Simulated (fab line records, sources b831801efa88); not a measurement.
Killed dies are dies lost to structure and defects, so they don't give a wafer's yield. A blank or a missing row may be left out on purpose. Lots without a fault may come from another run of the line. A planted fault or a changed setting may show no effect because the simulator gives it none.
fab line records | flow sfq_line
record lots=6 wafers=18 last_day=92
route steps=325 shown M7@281 I7@296 M8@311
lots that met no fault: from a run of the same line without faults
start_h: hours from the record's first day to the start of the lot's first wafer shown | wait_h: hours since the lot's step before | " the same as in the row above | L1.1+2: a row that stands for several wafers | - no value, or no start given | * or withheld: withheld | < > ~ a bound
route shown NAME@n: a module of which the file shows steps, and the number in the route of the first | usual: mean/standard deviation of fault-free wafers | same: alike in all rows | chamber/n: place in a boat | sites: the reading at each site | _std_site: their standard deviation | _edge_site: outer sites' mean less inner sites' | radius_mm: how far each site lies from the wafer's centre | mask NAME#n: copy n | behind: the tool/chamber that last shaped the wafer | hold: why the lot was held/for how many hours/how that ended | device: the transistor (n, p or np) that didn't switch | end of line: the same wafers' tests at the end of the route | a step without rows: its recipe alone | killed: dies lost to structure and defects at the first sort, not the wafer's yield | map: a wafer's dies, x killed, . not, _ none there
set.NAME: the setting as run; set.NAME@STEP: as run at that earlier step | model.NAME: the simulator's own value behind a step, which no gauge read
lots at some steps of the route; a table a step, a row a wafer
services: from which hour (start_h, from the record's first day; less than 0 if before it) a tool's chamber was out of use, for how many hours, and why
## steps
# step SFQ_TRILAYER_M7_DEP_PRE_CLEAN_176
# recipe gas=Ar time_s=22.5 bias_v=250
# step SFQ_TRILAYER_M7_DEP_SPUTTER_175
# recipe material=Nb base_pressure_pa=1.33e-06 chamber_pressure_pa=0.1333 substrate_temp_c=20 target_thk_nm=200 power_w=2000 time_s=133.3
# usual cathode_dc_power_W=2000.0/0.35 throttle_valve_pct=29.8/0.78
# columns lot.wafer tool chamber start_h wait_h cathode_dc_power_W throttle_valve_pct
L910.2 pvd_sputter-04 - 1590.79 0.0 2000.1 29.2
L910.4 " - " " 2000.2 30.4
L910.5 " - " " 2000.0 30.6
L922.2 pvd_sputter-06 - 1843.52 0.0 1999.3 29.7
L922.5 " - " " 2000.1 30.0
L922.6 " - " " 2000.0 28.7
L924.2 pvd_sputter-05 - 1845.15 0.0 2000.1 30.4
L924.4 " - " " 1999.3 28.4
L924.6 " - " " 2000.2 29.3
L923.1 pvd_sputter-04 - 1884.29 0.0 2000.4 31.0
L923.2 " - " " 1999.8 29.0
L923.5 " - " " 2000.1 30.5
L927.2 pvd_sputter-06 - 2095.97 0.0 1999.7 28.4
L927.4 " - " " 1999.4 29.9
L927.5 " - " " 1999.7 30.1
L932.2 pvd_sputter-04 - 2128.09 0.0 2000.0 30.5
L932.5 " - " " 1999.9 29.1
L932.6 " - " " 1999.5 30.6
# step SFQ_M7_RS_MEAS_943
# recipe thk_meas_gauge=four-point-probe reads=Nb_of_TRILAYER_M7_DEP_SPUTTER_175
# usual M7_NB_RS=0.894/0.0086
# columns lot.wafer tool chamber start_h wait_h M7_NB_RS[ohm/sq]
L910.2 film_metro-01 - 1590.90 0.1 0.879
L910.4 " - " " 0.885
L910.5 " - " " 0.892
L922.2 film_metro-02 - 1843.63 0.1 0.896
L922.5 " - " " 0.893
L922.6 " - " " 0.898
L924.2 film_metro-04 - 1845.26 0.1 0.876
L924.4 " - " " 0.880
L924.6 " - " " 0.879
L923.1 film_metro-04 - 1884.38 0.0 0.896
L923.2 " - " " 0.892
L923.5 " - " " 0.894
L927.2 film_metro-01 - 2096.09 0.1 0.891
L927.4 " - " " 0.897
L927.5 " - " " 0.909
L932.2 film_metro-01 - 2128.20 0.1 0.890
L932.5 " - " " 0.904
L932.6 " - " " 0.901
# step SFQ_TRILAYER_M7_LITHO_COAT_182
# recipe resist=BARC spin_rpm=3000 resist_thk_nm=62
# step SFQ_TRILAYER_M7_LITHO_COAT_177
# recipe resist=KrF spin_rpm=3000 resist_thk_nm=600
# step SFQ_TRILAYER_M7_LITHO_SOFTBAKE_181
# recipe temp_c=withheld time_s=withheld resist=KrF
# step SFQ_TRILAYER_M7_LITHO_EXPOSE_178
# recipe mask_id=M7 na=0.6 source_shape=conventional sigma_outer=0.65 target_cd_nm=500 dose_mj=14.4
# step SFQ_TRILAYER_M7_LITHO_PEB_180
# recipe peb_temp_c=115 peb_time_s=60 resist=KrF
# step SFQ_TRILAYER_M7_LITHO_DEVELOP_179
# recipe time_s=60 resist=KrF
# step SFQ_M7_OVL_MEAS_945
# usual M7_OVL=1/4.8
# columns lot.wafer tool chamber start_h wait_h M7_OVL[nm]
L910.2 overlay-01 - 1600.31 0.1 -5
L910.4 " - " " -3
L910.5 " - " " -9
L922.2 overlay-01 - 1846.05 0.1 1
L922.5 " - " " -2
L922.6 " - " " -3
L924.2 overlay-01 - 1848.45 0.1 4
L924.4 " - " " 8
L924.6 " - " " -1
L923.1 overlay-01 - 1886.81 0.1 -3
L923.2 " - " " -2
L923.5 " - " " -3
L927.2 overlay-01 - 2099.71 0.1 -6
L927.4 " - " " 1
L927.5 " - " " -2
L932.2 overlay-01 - 2194.01 0.1 8
L932.5 " - " " 2
L932.6 " - " " 5
# step SFQ_TRILAYER_M7_BARC_OPEN_METAL_ETCH_229
# recipe mask_material=PR chemistry=O2 target_depth_nm=125 target=BARC icp_w=600 bias_w=80 pressure_mtorr=10 time_s=41.7
# usual bias_w=80.01/0.25 chamber_pressure_mTorr=10.000/0.0091 drypump_motor_current_A=6.0/0.36 oes_product_au=0.685/0.0043
# columns lot.wafer tool chamber start_h wait_h bias_w chamber_pressure_mTorr drypump_motor_current_A oes_product_au rf_hours_counter_h
L910.2 rie_metal-02 0 1600.34 0.0 80.03 10.005 6.2 0.695 111
L910.4 " 0 " " 80.14 9.995 6.2 0.678 -
L910.5 " 1 " " 79.93 10.007 5.9 0.684 -
L922.2 rie_metal-04 1 1846.08 0.0 79.56 9.994 5.1 0.683 110
L922.5 " 1 " " 79.98 10.016 5.2 0.682 -
L922.6 " 0 " " 79.64 9.989 6.4 0.689 -
L924.2 rie_metal-04 1 1848.48 0.0 80.52 9.997 5.1 0.687 111
L924.4 " 0 " " 79.98 9.998 6.4 0.688 -
L924.6 " 0 " " 80.01 10.015 6.4 0.687 -
L923.1 rie_metal-02 0 1886.84 0.0 80.03 10.000 6.2 0.686 14
L923.2 " 0 " " 79.75 10.003 6.2 0.687 -
L923.5 " 0 " " 80.09 10.000 6.3 0.677 -
L927.2 rie_metal-04 0 2099.74 0.0 80.12 9.991 6.4 0.689 21
L927.4 " 0 " " 80.10 10.003 6.4 0.672 -
L927.5 " 1 " " 80.11 10.011 5.2 0.687 -
L932.2 rie_metal-01 1 2194.04 0.0 80.12 9.996 6.1 0.681 86
L932.5 " 0 " " 80.07 10.008 5.9 0.687 -
L932.6 " 1 " " 80.31 9.987 6.1 0.686 -
# step SFQ_TRILAYER_M7_ETCH_METAL_ETCH_180
# recipe target=Nb stop_on=SiO2 mask_material=PR chemistry=Cl2/Ar target_depth_nm=240 icp_w=600 bias_w=80 pressure_mtorr=10 time_s=120
# usual bias_w=80.01/0.23 chamber_pressure_mTorr=10.000/0.0084 drypump_motor_current_A=6.0/0.36 oes_product_au=0.892/0.0061
# columns lot.wafer tool chamber start_h wait_h bias_w chamber_pressure_mTorr drypump_motor_current_A oes_product_au rf_hours_counter_h model.KrF_of_TRILAYER_M7_LITHO_COAT_177.thk_nm
L910.2 rie_metal-02 0 1600.40 0.0 80.00 9.992 6.2 0.903 111 377.4
L910.4 " 0 " " 79.92 9.997 6.2 0.896 - 377.9
L910.5 " 1 " " 80.12 9.991 5.9 0.893 - 378.3
L922.2 rie_metal-04 1 1846.14 0.0 - - - - - 526.8
L922.5 " 1 " " - - - - - 524.4
L922.6 " 0 " " - - - - - 525.5
L924.2 rie_metal-04 1 1848.54 0.0 - - - - - 522.8
L924.4 " 0 " " - - - - - 521.7
L924.6 " 0 " " - - - - - 522.3
L923.1 rie_metal-02 0 1886.96 0.1 80.27 9.995 6.3 0.887 14 384.4
L923.2 " 0 " " 80.26 10.004 6.2 0.892 - 383.4
L923.5 " 0 " " 80.30 9.997 6.3 0.895 - 381.7
L927.2 rie_metal-04 0 2099.80 0.0 79.67 10.004 6.4 0.896 21 381.6
L927.4 " 0 " " 79.77 10.005 6.4 0.886 - 383.3
L927.5 " 1 " " 79.72 9.997 5.2 0.890 - 384.4
L932.2 rie_metal-01 1 2194.10 0.0 79.76 9.999 6.1 0.887 86 383
L932.5 " 0 " " 80.34 9.992 5.9 0.884 - 382.5
L932.6 " 1 " " 80.22 9.996 6.1 0.895 - 382.1
# step SFQ_TRILAYER_M7_STRIP_STRIP_181
# recipe gas=O2 power_w=200 platen_temp_c=40 overash_fraction=0.65 chemistry=O2 pressure_mtorr=50
# step SFQ_TRILAYER_M7_STRIP_SOLV_CLEAN_182
# recipe chemistry=NMP temp_c=70 time_s=600
# step SFQ_TRILAYER_I7_DEP_PECVD_183
# recipe material=SiO2 temp_c=150 time_s=111.11 pressure_torr=2.4 rf_w=183.3 precursor=SiH4/N2O target_thk_nm=500
# step SFQ_TRILAYER_I7_CMP_CMP_184
# recipe material=SiO2 down_force_psi=3 platen_rpm=60 pad_velocity_m_s=0.94248
# step SFQ_I7_BOW_MEAS_946
# recipe mode=bow
# usual I7_BOW=7/13
# columns lot.wafer tool chamber start_h wait_h I7_BOW[um]
L910.2 film_metro-03 - 1611.60 2.0 2
L910.4 " - " " -9
L910.5 " - " " 6
L922.2 film_metro-02 - 1850.14 1.0 12
L922.5 " - " " 8
L922.6 " - " " 17
L924.2 film_metro-02 - 1853.14 2.0 16
L924.4 " - " " 19
L924.6 " - " " 10
L923.1 film_metro-01 - 1892.92 1.5 -19
L923.2 " - " " -5
L923.5 " - " " -12
L927.2 film_metro-02 - 2103.80 1.5 5
L927.4 " - " " 13
L927.5 " - " " 6
L932.2 film_metro-02 - 2198.10 1.5 12
L932.5 " - " " -2
L932.6 " - " " -19
# step SFQ_TRILAYER_I7_METRO_MEASURE_185
# usual thk_nm=199.9/1.2
# columns lot.wafer tool chamber start_h wait_h thk_nm
L910.2 film_metro-03 - 1611.90 0.3 201.7
L910.4 " - " " 201.5
L910.5 " - " " 201.7
L922.2 film_metro-02 - 1850.44 0.3 199.9
L922.5 " - " " 198.6
L922.6 " - " " 200.0
L924.2 film_metro-02 - 1853.44 0.3 200.0
L924.4 " - " " 198.3
L924.6 " - " " 199.1
L923.1 film_metro-01 - 1893.04 0.1 199.3
L923.2 " - " " 198.3
L923.5 " - " " 199.2
L927.2 film_metro-02 - 2104.10 0.3 199.4
L927.4 " - " " 197.2
L927.5 " - " " 198.7
L932.2 film_metro-02 - 2198.40 0.3 198.7
L932.5 " - " " 201.1
L932.6 " - " " 198.5
# step SFQ_TRILAYER_I7_VIA_LITHO_COAT_192
# recipe resist=BARC spin_rpm=3000 resist_thk_nm=62
# step SFQ_TRILAYER_I7_VIA_LITHO_COAT_187
# recipe resist=KrF spin_rpm=3000 resist_thk_nm=650
# step SFQ_TRILAYER_I7_VIA_LITHO_SOFTBAKE_191
# recipe temp_c=withheld time_s=withheld resist=KrF
# step SFQ_TRILAYER_I7_VIA_LITHO_EXPOSE_188
# recipe mask_id=I7 na=0.6 source_shape=conventional sigma_outer=0.65 target_cd_nm=1000 dose_mj=21.3
# step SFQ_TRILAYER_I7_VIA_LITHO_PEB_190
# recipe peb_temp_c=115 peb_time_s=60 resist=KrF
# step SFQ_TRILAYER_I7_VIA_LITHO_DEVELOP_189
# recipe time_s=60 resist=KrF
# step SFQ_I7_OVL_MEAS_947
# usual I7_OVL=1/4.8
# columns lot.wafer tool chamber start_h wait_h I7_OVL[nm]
L910.2 overlay-01 - 1719.76 0.1 -1
L910.4 " - " " -1
L910.5 " - " " 2
L922.2 overlay-02 - 1937.50 0.1 -3
L922.5 " - " " 6
L922.6 " - " " -2
L924.2 overlay-01 - 1938.82 0.1 8
L924.4 " - " " 1
L924.6 " - " " 0
L923.1 overlay-01 - 1940.19 0.1 -5
L923.2 " - " " -4
L923.5 " - " " -4
L927.2 overlay-02 - 2107.36 0.1 -2
L927.4 " - " " 1
L927.5 " - " " -6
L932.2 overlay-02 - 2201.65 0.1 1
L932.5 " - " " 1
L932.6 " - " " -6
# step SFQ_TRILAYER_I7_VIA_BARC_OPEN_VIA_ETCH_260
# recipe mask_material=PR chemistry=O2 target_depth_nm=125 target=BARC source_w=500 bias_w=80 pressure_mtorr=30 time_s=41.7
# usual bias_w=80.01/0.23 chamber_pressure_mTorr=30.003/0.027 drypump_motor_current_A=5.6/0.52 oes_product_au=0.685/0.0045
# columns lot.wafer tool chamber start_h wait_h bias_w chamber_pressure_mTorr drypump_motor_current_A oes_product_au rf_hours_counter_h
L910.2 rie_diel-02 2 1719.79 0.0 79.73 30.021 5.0 0.680 12
L910.4 " 3 " " 80.08 29.928 5.8 0.698 -
L910.5 " 0 " " 79.99 30.035 5.5 0.690 -
L922.2 rie_diel-01 3 1937.53 0.0 79.56 30.013 5.3 0.684 15
L922.5 " 2 " " 79.97 30.017 6.8 0.682 -
L922.6 " 1 " " 80.41 30.030 5.5 0.684 -
L924.2 rie_diel-02 2 1938.85 0.0 79.91 29.998 5.0 0.687 15
L924.4 " 1 " " 80.10 30.019 5.0 0.691 4
L924.6 " 2 " " 79.91 29.984 5.0 0.688 -
L923.1 rie_diel-04 0 1940.23 0.0 80.04 30.006 5.7 0.676 15
L923.2 " 2 " " 80.45 30.029 5.3 0.683 0
L923.5 " 0 " " 79.86 29.989 5.7 0.689 -
L927.2 rie_diel-01 2 2107.39 0.0 80.26 29.984 6.8 0.684 16
L927.4 " 2 " " 79.95 30.055 6.8 0.681 -
L927.5 " 1 " " 80.12 30.006 5.5 0.685 -
L932.2 rie_diel-01 0 2201.68 0.0 80.48 30.039 5.7 0.684 9
L932.5 " 0 " " 79.99 30.031 5.6 0.685 -
L932.6 " 1 " " 79.96 29.988 5.5 0.688 -
# step SFQ_TRILAYER_I7_VIA_ETCH_VIA_ETCH_190
# recipe target=SiO2 stop_on=Nb mask_material=PR taper_deg=20 chemistry=CHF3 target_depth_nm=260 source_w=500 bias_w=80 pressure_mtorr=30 time_s=withheld
# step SFQ_TRILAYER_I7_VIA_STRIP_STRIP_191
# recipe gas=O2 power_w=200 platen_temp_c=40 overash_fraction=0.65 chemistry=O2 pressure_mtorr=50
# usual drypump_motor_current_A=6.0/0.47 oes_product_au=1.000/0.0096
# columns lot.wafer tool chamber start_h wait_h drypump_motor_current_A oes_product_au rf_hours_counter_h
L910.2 rie_metal-02 1 1719.94 - 5.9 0.992 74
L910.4 " 0 " " 6.2 1.018 -
L910.5 " 0 " " 6.3 1.007 -
L922.2 rie_metal-04 0 1937.88 - 6.5 1.001 -
L922.5 " 0 " " 6.4 1.009 -
L922.6 " 0 " " 6.4 0.998 -
L924.2 rie_metal-03 1 1939.01 - 5.7 0.992 116
L924.4 " 0 " " 6.6 0.998 -
L924.6 " 1 " " 5.7 0.996 -
L923.1 rie_metal-02 0 1940.38 - 6.2 1.016 22
L923.2 " 0 " " 6.3 1.004 -
L923.5 " 0 " " 6.3 1.001 -
L927.2 rie_metal-02 0 2107.54 - 6.2 1.011 42
L927.4 " 1 " " 5.9 1.016 -
L927.5 " 1 " " 5.8 1.016 -
L932.2 rie_metal-04 0 2201.84 - 6.4 0.990 33
L932.5 " 1 " " 5.2 0.981 -
L932.6 " 0 " " 6.4 0.994 -
# step SFQ_TRILAYER_I7_VIA_STRIP_SOLV_CLEAN_192
# recipe chemistry=NMP temp_c=70 time_s=600
# step SFQ_TRILAYER_M8_LITHO_LOR_COAT_197
# recipe resist=lift-off spin_rpm=3000
# step SFQ_TRILAYER_M8_LITHO_LOR_BAKE_198
# recipe resist=lift-off temp_c=withheld time_s=withheld
# step SFQ_TRILAYER_M8_LITHO_COAT_193
# recipe resist=KrF spin_rpm=3000 resist_thk_nm=600
# step SFQ_TRILAYER_M8_LITHO_SOFTBAKE_199
# recipe temp_c=withheld time_s=withheld resist=KrF
# step SFQ_TRILAYER_M8_LITHO_EXPOSE_194
# recipe mask_id=M8 na=0.6 source_shape=conventional sigma_outer=0.65 target_cd_nm=2000 dose_mj=14.4
# step SFQ_TRILAYER_M8_LITHO_PEB_196
# recipe peb_temp_c=115 peb_time_s=60 resist=KrF
# step SFQ_TRILAYER_M8_LITHO_DEVELOP_195
# recipe img_clear_s=15 time_s=55 resist=KrF
# step SFQ_M8_OVL_MEAS_948
# usual M8_OVL=2/6.2
# columns lot.wafer tool chamber start_h wait_h M8_OVL[nm]
L910.2 overlay-01 - 1818.53 0.1 11
L910.4 " - " " 9
L910.5 " - " " 4
L922.2 overlay-01 - 1941.85 0.1 2
L922.5 " - " " 10
L922.6 " - " " 6
L924.2 overlay-01 - 1943.05 0.1 -3
L924.4 " - " " -6
L924.6 " - " " 1
L923.1 overlay-01 - 1944.55 0.1 12
L923.2 " - " " 9
L923.5 " - " " 9
L927.2 overlay-02 - 2121.09 0.1 10
L927.4 " - " " 8
L927.5 " - " " -1
L932.2 overlay-02 - 2207.81 0.1 3
L932.5 " - " " 3
L932.6 " - " " 9
# step SFQ_TRILAYER_M8_DEP_EVAP_197
# recipe material=Ti angular_spread_deg=1 target_thk_nm=20 time_s=100 power_w=2000
# step SFQ_TRILAYER_M8_DEP_EVAP_198
# recipe material=Pt angular_spread_deg=1 target_thk_nm=50 time_s=250 power_w=2000
# step SFQ_TRILAYER_M8_DEP_EVAP_196
# recipe material=Au angular_spread_deg=1 target_thk_nm=180 time_s=900 power_w=2000
# step SFQ_M8_RS_MEAS_949
# recipe thk_meas_gauge=four-point-probe reads=Au_of_TRILAYER_M8_DEP_EVAP_196+Pt_of_TRILAYER_M8_DEP_EVAP_198+Ti_of_TRILAYER_M8_DEP_EVAP_197
# usual M8_AU_RS=0.1543/0.0019
# columns lot.wafer tool chamber start_h wait_h M8_AU_RS[ohm/sq]
L910.2 film_metro-03 - 1819.32 0.3 0.1532
L910.4 " - " " 0.1558
L910.5 " - " " 0.1551
L922.2 film_metro-04 - 1942.65 0.3 0.1531
L922.5 " - " " 0.1527
L922.6 " - " " 0.1528
L924.2 film_metro-02 - 1943.85 0.3 0.1557
L924.4 " - " " 0.1548
L924.6 " - " " 0.1547
L923.1 film_metro-03 - 1945.33 0.3 0.1484
L923.2 " - " " 0.1516
L923.5 " - " " 0.1487
L927.2 film_metro-03 - 2121.89 0.3 0.1543
L927.4 " - " " 0.1547
L927.5 " - " " 0.1542
L932.2 film_metro-04 - 2208.60 0.3 0.1534
L932.5 " - " " 0.1519
L932.6 " - " " 0.1530
# step SFQ_M8_BOW_MEAS_951
# recipe mode=bow
# usual M8_BOW=8/13
# columns lot.wafer tool chamber start_h wait_h M8_BOW[um] model.etest.m7.comb_log10_ohm
L910.2 film_metro-04 - 1819.68 0.0 3 12
L910.4 " - " " -8 12
L910.5 " - " " 7 12
L922.2 film_metro-03 - 1943.00 0.0 14 0
L922.5 " - " " 7 0
L922.6 " - " " 17 0
L924.2 film_metro-04 - 1944.20 0.0 16 0
L924.4 " - " " 18 0
L924.6 " - " " 9 0
L923.1 film_metro-02 - 1945.68 0.0 -17 12
L923.2 " - " " -3 12
L923.5 " - " " -10 12
L927.2 film_metro-02 - 2122.24 0.0 6 12
L927.4 " - " " 15 12
L927.5 " - " " 7 12
L932.2 film_metro-02 - 2208.96 0.0 13 12
L932.5 " - " " 0 12
L932.6 " - " " -18 12
## services
# columns tool chamber start_h hours kind
film_metro-02 - 1597.34 1.5 pm
pvd_sputter-04 - 1637.84 1.3 repair
rie_diel-01 3 1643.68 6.4 repair
pvd_sputter-04 - 1644.94 3.8 repair
pvd_sputter-04 - 1657.27 10.8 repair
film_metro-02 - 1657.38 0.3 pm
film_metro-02 - 1663.41 1.9 pm
pvd_sputter-04 - 1671.14 5.7 repair
film_metro-02 - 1674.21 1.6 pm
rie_metal-02 - 1678.56 2.8 pm
rie_metal-04 1 1791.19 2.4 repair
film_metro-02 - 1842.34 0.9 pm
film_metro-02 - 1870.82 3.6 repair
rie_metal-02 1 1880.71 16.5 repair
film_metro-02 - 1902.38 0.1 pm
film_metro-02 - 1911.86 1.8 repair
rie_metal-04 1 1914.99 2.4 repair
film_metro-02 - 1919.21 0.5 pm
rie_metal-02 1 1925.76 20.1 repair
film_metro-02 - 2000.22 2.0 repair
rie_metal-04 - 2056.52 0.4 repair
film_metro-02 - 2087.34 0.4 pm
film_metro-02 - 2147.38 0.3 pm
film_metro-02 - 2164.21 0.5 pm
## key
first_sign step=SFQ_TRILAYER_M7_ETCH_METAL_ETCH_180 reading=tool_record direction=missing
effect none on later readings
model_effect step=SFQ_TRILAYER_M7_ETCH_METAL_ETCH_180 value=KrF_of_TRILAYER_M7_LITHO_COAT_177.thk_nm without=384.2 struck=523.9
model_effect step=SFQ_M8_BOW_MEAS_951 value=etest.m7.comb_log10_ohm without=12 struck=0
met_at SFQ_TRILAYER_M7_ETCH_METAL_ETCH_180
struck_wafers L922.2,L922.5,L922.6,L924.2,L924.4,L924.6
fault kind=skipped_step_whole tool=rie_metal-04 chamber=- onset_h=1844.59 steps=SFQ_TRILAYER_M7_ETCH_METAL_ETCH_180 scope=struck_lots_only
